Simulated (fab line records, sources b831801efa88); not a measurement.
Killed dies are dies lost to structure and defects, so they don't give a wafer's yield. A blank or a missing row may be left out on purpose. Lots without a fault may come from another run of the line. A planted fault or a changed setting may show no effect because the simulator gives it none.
One fault seen from 2 desks | flow sky130 | each desk has only its own numbers; what lay behind them comes last

THE METROLOGY DESK
What the gauges read, lot by lot, whatever tool the lot ran on: means of the sampled wafers that have a number. A lot is out of limits, marked OUT, if its mean lies more than 4 standard deviations from the usual mean; the brackets give that distance.
Columns: A = VIA2_W_RS at SKY_VIA2_RS_MEAS_22, usual 0.272 ohm/sq; B = VIA2_W_THK at SKY_VIA2_THK_MEAS_23, usual 412 nm
lot  | first seen here | A     | B
L912 | day 40 04:45    | 0.270 | 419
L913 | day 40 10:29    | 0.271 | 417
L919 | day 41 15:52    | 0.274 | 413
L920 | day 41 16:05    | 0.269 | 411
L924 | day 43 10:52    | 0.273 | 402
L927 | day 43 14:00    | 0.274 | 415
This desk's finding: nothing out of limits on any of the 6 lots.

THE TOOL OWNER'S DESK: pvd_sputter-04
The tool's own readings at SKY_METAL3_SPUTTER_01 (material TiN, target thk 20 nm, time 16.7 s): means of the sampled wafers that have a number, for each lot that ran on this tool. A lot is out of limits, marked OUT, if its mean lies more than 4 standard deviations from the usual mean; the brackets give that distance.
Columns: A = throttle_valve_pct at SKY_METAL3_SPUTTER_01, usual 29.7 %
lot  | first seen here | A
L912 | day 40 05:11    | 29.7
L913 | day 40 10:58    | 30.4
L927 | day 43 14:29    | 29.5
This desk's finding: nothing out of limits on any of the 3 lots.

PUT TOGETHER
The metrology desk saw nothing out of limits.
The tool owner's desk saw nothing out of limits.

WHAT THE SIMULATOR HAD PUT IN
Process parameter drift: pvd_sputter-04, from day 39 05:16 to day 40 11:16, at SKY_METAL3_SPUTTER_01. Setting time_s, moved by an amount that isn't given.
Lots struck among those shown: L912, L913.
